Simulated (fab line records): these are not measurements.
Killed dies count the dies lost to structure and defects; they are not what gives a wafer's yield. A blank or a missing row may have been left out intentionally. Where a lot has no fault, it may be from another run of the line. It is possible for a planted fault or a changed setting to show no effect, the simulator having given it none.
Matching of chambers + flow sky130 + 4 sister chambers for SKY_CONTACT_ETCH_17 on rie-diel-01
The step etches SiO2 in C4F8/O2/Ar, stops on Si3N4, target depth 340 nm. 20 wafers are shown with their chamber, then 10 later ones without.

== WAFERS, EACH WITH ITS CHAMBER ==
| wafer  | chamber | oes-product-au (a.u.) | bias-w (W) |
|--------|---------|-----------------------|------------|
| L075.3 | 0       | 0.898                 | 1201       |
| L075.4 | 0       | 0.894                 | 1200       |
| L075.6 | 1       | 0.888                 | 1195       |
| L079.2 | 0       | 0.892                 | 1196       |
| L079.4 | 1       | 0.886                 | 1200       |
| L079.6 | 3       | 0.888                 | 1200       |
| L080.3 | 2       | 0.879                 | 1203       |
| L080.4 | 0       | 0.892                 | 1193       |
| L080.5 | 2       | 0.885                 | 1204       |
| L083.1 | 0       | 0.893                 | 1199       |
| L083.4 | 3       | 0.902                 | 1191       |
| L083.6 | 1       | 0.898                 | 1198       |
| L085.2 | 2       | 0.896                 | 1198       |
| L085.4 | 3       | 0.896                 | 1202       |
| L085.6 | 2       | 0.887                 | 1194       |
| L086.2 | 1       | 0.884                 | 1199       |
| L086.4 | 3       | 0.891                 | 1196       |
| L086.6 | 2       | 0.893                 | 1203       |
| L089.1 | 2       | 0.891                 | 1209       |
| L089.4 | 1       | 0.893                 | 1200       |

SIGNATURES (means of the wafers above)
| reading        | chamber 0 | chamber 1 | chamber 2 | chamber 3 | scatter within a chamber |
|----------------|-----------|-----------|-----------|-----------|--------------------------|
| oes-product-au | 0.89380   | 0.88980   | 0.88850   | 0.89425   | 0.00533                  |
| bias-w         | 1197.80   | 1198.40   | 1201.83   | 1197.25   | 4.07                     |
Rule: distance of a wafer from a chamber = root of the sum over the readings of ((wafer's reading minus chamber's mean) / reading's scatter) squared. If the next closest chamber is less than 2 further off than the closest, the wafer can't be placed; otherwise it belongs to the closest. The scatter is the square root of a quotient: the sum, over the shown wafers, of each reading's squared deviation from its chamber's mean, divided by wafers minus chambers.

== WAFERS WHOSE CHAMBER IS MISSING ==
| wafer  | oes-product-au (a.u.) | bias-w (W) |
|--------|-----------------------|------------|
| L089.6 | 0.895                 | 1196       |
| L092.1 | 0.888                 | 1198       |
| L092.4 | 0.889                 | 1206       |
| L092.6 | 0.881                 | 1198       |
| L094.1 | 0.889                 | 1205       |
| L094.4 | 0.893                 | 1198       |
| L094.6 | 0.890                 | 1197       |
| L095.1 | 0.881                 | 1198       |
| L095.3 | 0.893                 | 1203       |
| L095.6 | 0.886                 | 1203       |

== WHICH CHAMBER EACH ONE RAN IN ==
| wafer  | from the rows above               | in truth |
|--------|-----------------------------------|----------|
| L089.6 | can't be placed: 3 or 0 or 1 or 2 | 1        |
| L092.1 | can't be placed: 1 or 2 or 0 or 3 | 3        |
| L092.4 | can't be placed: 2 or 1 or 0 or 3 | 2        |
| L092.6 | can't be placed: 1 or 2 or 0 or 3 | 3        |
| L094.1 | can't be placed: 2 or 1 or 0 or 3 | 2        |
| L094.4 | can't be placed: 0 or 3 or 1 or 2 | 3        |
| L094.6 | can't be placed: 1 or 0 or 3 or 2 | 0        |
| L095.1 | can't be placed: 1 or 2 or 0 or 3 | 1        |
| L095.3 | can't be placed: 2 or 1 or 0 or 3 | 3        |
| L095.6 | can't be placed: 2 or 1 or 0 or 3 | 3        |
Correctly placed: 0 of 10. From these rows, 10 cannot be placed; in 10 the true chamber is one of the candidates. Placed wrongly: 0.
